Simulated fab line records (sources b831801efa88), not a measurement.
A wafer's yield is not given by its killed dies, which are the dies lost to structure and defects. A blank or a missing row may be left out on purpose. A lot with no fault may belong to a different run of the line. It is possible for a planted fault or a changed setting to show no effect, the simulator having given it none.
Which tool did it? | flow gf180mcu | 24 lots with 72 wafers sampled at 4 steps, on a route of 602 steps

## WHAT THE GAUGES SHOWED, per wafer
GF_V3_BOW_MEAS_05. Usual: V3_BOW typically reads 117 um, with standard deviation 9.2.
lot  | measured     | on            | V3_BOW (um) | flag
L074 | day 21 08:29 | film_metro-02 | 102 125 118 |
L075 | day 21 15:50 | film_metro-01 | 120 113 112 |
L076 | day 21 22:15 | film_metro-01 | 124 119 135 |
L077 | day 22 15:40 | film_metro-01 | 125 124 119 |
L078 | day 22 22:14 | film_metro-01 | 112 116 113 |
L079 | day 23 01:28 | film_metro-01 | 111 122 116 |
L080 | day 23 16:14 | film_metro-02 | 115 120 104 |
L081 | day 24 03:17 | film_metro-01 | 130 115 128 |
L082 | day 24 05:37 | film_metro-03 | 99 104 105  |
L083 | day 24 18:22 | film_metro-01 | 99 135 115  |
L084 | day 25 01:11 | film_metro-01 | 110 124 125 |
L085 | day 25 06:45 | film_metro-01 | 147 120 135 |
L086 | day 25 14:08 | film_metro-02 | 119 106 114 |
L087 | day 25 23:37 | film_metro-02 | 115 126 113 |
L088 | day 26 04:36 | film_metro-03 | 102 107 114 |
L089 | day 26 17:32 | film_metro-01 | 125 118 116 |
L090 | day 26 20:04 | film_metro-02 | 113 101 113 |
L091 | day 27 00:55 | film_metro-02 | 119 116 111 |
L092 | day 27 09:11 | film_metro-03 | 108 107 112 |
L093 | day 27 18:47 | film_metro-02 | 121 108 130 |
L094 | day 28 02:27 | film_metro-03 | 119 112 125 |
L095 | day 28 08:42 | film_metro-03 | 108 120 120 |
L096 | day 28 16:54 | film_metro-01 | 118 119 102 |
L097 | day 29 00:49 | film_metro-01 | 128 123 118 |

GF_V4_BOW_MEAS_05. Usual: V4_BOW typically reads 135 um, with standard deviation 9.
lot  | measured     | on            | V4_BOW (um) | flag
L074 | day 23 10:27 | film_metro-04 | 119 144 137 |
L075 | day 23 17:03 | film_metro-03 | 141 134 134 |
L076 | day 23 23:45 | film_metro-04 | 143 137 153 |
L077 | day 24 15:56 | film_metro-02 | 142 141 137 |
L078 | day 24 22:24 | film_metro-03 | 129 132 129 |
L079 | day 25 01:03 | film_metro-03 | 129 139 134 |
L080 | day 25 15:24 | film_metro-03 | 141 146 129 |
L081 | day 26 00:42 | film_metro-02 | 142 127 141 |
L082 | day 26 04:04 | film_metro-02 | 116 122 122 |
L083 | day 26 15:31 | film_metro-02 | 114 149 130 |
L084 | day 26 22:19 | film_metro-02 | 125 139 141 |
L085 | day 27 04:05 | film_metro-03 | 155 129 142 |
L086 | day 27 11:05 | film_metro-02 | 131 117 125 |
L087 | day 27 19:31 | film_metro-04 | 141 152 140 |
L088 | day 28 00:35 | film_metro-04 | 122 126 134 |
L089 | day 28 12:22 | film_metro-03 | 143 138 136 |
L090 | day 28 15:08 | film_metro-02 | 129 118 131 |
L091 | day 28 19:44 | film_metro-02 | 131 129 124 |
L092 | day 29 03:12 | film_metro-04 | 128 125 133 |
L093 | day 29 13:00 | film_metro-04 | 139 126 150 |
L094 | day 29 19:50 | film_metro-04 | 140 134 146 |
L095 | day 30 01:34 | film_metro-03 | 131 143 144 |
L096 | day 30 10:28 | film_metro-03 | 139 140 123 |
L097 | day 30 17:40 | film_metro-02 | 146 140 135 |

## TOOL THAT RAN EACH LOT (tool first, then ch and the chambers of the sampled wafers, then the start)
lot  | GF_M2_METAL_ETCH_16               | GF_V3_CVD_23
L074 | rie_metal-04 ch 0,1, day 19 04:14 | cvd_w-02 ch 0,1, day 22 09:04
L075 | rie_metal-01 ch 0,1, day 19 10:56 | cvd_w-02 ch 0, day 22 16:26
L076 | rie_metal-01 ch 0,1, day 19 17:04 | cvd_w-01 ch 0,1, day 22 22:43
L077 | rie_metal-04 ch 0,1, day 20 12:07 | cvd_w-01 ch 0,1, day 23 15:28
L078 | rie_metal-04 ch 0, day 20 18:46   | cvd_w-01 ch 1, day 23 21:52
L079 | rie_metal-03 ch 0,1, day 20 22:37 | cvd_w-01 ch 0,1, day 24 01:32
L080 | rie_metal-04 ch 0, day 21 13:14   | cvd_w-01 ch 0,1, day 24 15:39
L081 | rie_metal-04 ch 0, day 22 00:29   | cvd_w-01 ch 0, day 25 01:26
L082 | rie_metal-01 ch 0,1, day 22 04:38 | cvd_w-01 ch 0, day 25 04:47
L083 | rie_metal-01 ch 0,1, day 22 15:49 | cvd_w-01 ch 0,1, day 25 16:23
L084 | rie_metal-04 ch 0,1, day 22 23:52 | cvd_w-01 ch 0,1, day 25 23:25
L085 | rie_metal-04 ch 0,1, day 23 06:11 | cvd_w-02 ch 0,1, day 26 05:07
L086 | rie_metal-04 ch 1, day 23 14:43   | cvd_w-02 ch 1, day 26 12:27
L087 | rie_metal-04 ch 1, day 23 23:40   | cvd_w-02 ch 0,1, day 26 21:17
L088 | rie_metal-01 ch 0,1, day 24 05:44 | cvd_w-01 ch 0,1, day 27 01:57
L089 | rie_metal-03 ch 0,1, day 24 19:28 | cvd_w-02 ch 0,1, day 27 15:12
L090 | rie_metal-01 ch 0,1, day 24 21:31 | cvd_w-01 ch 0,1, day 27 17:04
L091 | rie_metal-03 ch 0,1, day 25 03:31 | cvd_w-02 ch 0,1, day 27 22:21
L092 | rie_metal-04 ch 0,1, day 25 12:19 | cvd_w-01 ch 0,1, day 28 05:54
L093 | rie_metal-01 ch 0,1, day 25 21:55 | cvd_w-02 ch 0,1, day 28 15:27
L094 | rie_metal-04 ch 0,1, day 26 06:34 | cvd_w-02 ch 0,1, day 28 23:01
L095 | rie_metal-03 ch 0,1, day 26 11:34 | cvd_w-02 ch 0,1, day 29 04:54
L096 | rie_metal-03 ch 0,1, day 26 20:58 | cvd_w-01 ch 0,1, day 29 13:11
L097 | rie_metal-03 ch 0,1, day 27 05:23 | cvd_w-01 ch 0,1, day 29 21:06
- GF_M2_METAL_ETCH_16: etches the open film in Cl2/BCl3, stops on SiO2, target depth 750.8 nm, time 125.1 s.
- GF_V3_CVD_23: deposits W, target thk 350 nm, time 104.9 s.

## AS READ BY THE TOOLS THEMSELVES (means over the sampled wafers that have a number; for cases with no such wafer, the mark the record gives instead)
GF_M2_METAL_ETCH_16. Usual: drypump_motor_current_A 5.6 A, standard deviation 0.38; oes_product_au 0.992 a.u., standard deviation 0.0061; throttle_valve_pct 28.230 %, standard deviation 0.0097.
lot  | tool         | drypump_motor_current_A (A) | oes_product_au (a.u.) | throttle_valve_pct (%) | flag
L074 | rie_metal-04 | 6.0                         | 1.000                 | 28.230                 |
L075 | rie_metal-01 | 5.5                         | 0.988                 | 28.247                 |
L076 | rie_metal-01 | 5.5                         | 0.989                 | 28.229                 |
L077 | rie_metal-04 | 5.6                         | 0.991                 | 28.229                 |
L078 | rie_metal-04 | 6.3                         | 0.998                 | 28.220                 |
L079 | rie_metal-03 | 5.4                         | 0.989                 | 28.230                 |
L080 | rie_metal-04 | 6.3                         | 0.993                 | 28.234                 |
L081 | rie_metal-04 | 6.3                         | 1.002                 | 28.231                 |
L082 | rie_metal-01 | 5.5                         | 0.990                 | 28.237                 |
L083 | rie_metal-01 | 5.5                         | 0.983                 | 28.241                 |
L084 | rie_metal-04 | 6.0                         | 0.995                 | 28.222                 |
L085 | rie_metal-04 | 6.0                         | 0.990                 | 28.227                 |
L086 | rie_metal-04 | 5.4                         | 0.994                 | 28.233                 |
L087 | rie_metal-04 | 5.4                         | 0.991                 | 28.236                 |
L088 | rie_metal-01 | 5.5                         | 0.989                 | 28.228                 |
L089 | rie_metal-03 | 5.6                         | 0.991                 | 28.225                 |
L090 | rie_metal-01 | 5.5                         | 0.991                 | 28.237                 |
L091 | rie_metal-03 | 5.4                         | 0.993                 | 28.235                 |
L092 | rie_metal-04 | 6.0                         | 0.991                 | 28.217                 |
L093 | rie_metal-01 | 5.5                         | 0.980                 | 28.239                 |
L094 | rie_metal-04 | 5.9                         | 0.989                 | 28.221                 |
L095 | rie_metal-03 | 5.6                         | 0.997                 | 28.227                 |
L096 | rie_metal-03 | 5.7                         | 0.994                 | 28.232                 |
L097 | rie_metal-03 | 5.6                         | 0.992                 | 28.229                 |

GF_V3_CVD_23. Usual: heater_power_w 798 W, standard deviation 47.
lot  | tool     | heater_power_w (W) | flag
L074 | cvd_w-02 | 830                |
L075 | cvd_w-02 | 881                |
L076 | cvd_w-01 | 742                |
L077 | cvd_w-01 | 772                |
L078 | cvd_w-01 | 782                |
L079 | cvd_w-01 | 766                |
L080 | cvd_w-01 | 767                |
L081 | cvd_w-01 | 753                |
L082 | cvd_w-01 | 757                |
L083 | cvd_w-01 | 770                |
L084 | cvd_w-01 | 764                |
L085 | cvd_w-02 | 857                |
L086 | cvd_w-02 | 812                |
L087 | cvd_w-02 | 831                |
L088 | cvd_w-01 | 753                |
L089 | cvd_w-02 | 863                |
L090 | cvd_w-01 | 780                |
L091 | cvd_w-02 | 870                |
L092 | cvd_w-01 | 765                |
L093 | cvd_w-02 | 859                |
L094 | cvd_w-02 | 836                |
L095 | cvd_w-02 | 857                |
L096 | cvd_w-01 | 776                |
L097 | cvd_w-01 | 779                |

## THE ANSWER, worked out from the rows above alone
Rule: a lot counts as off when the mean over its wafers that have a number is more than 3 standard deviations away from the usual mean. Also off: a lot with no number at a reading for which 4 or more lots have one. Any other lot the step has rows for is counted as sound. After the gauges, taken in route order, come the tools' own readings; for these a lot's mean is taken, as printed above. At the first step where some lot is off, the reading lying furthest off is the one used; lots without a number count as furthest.
No lot is off at any reading shown: from this, nothing can be told.

## WHAT WAS PUT IN BY THE SIMULATOR
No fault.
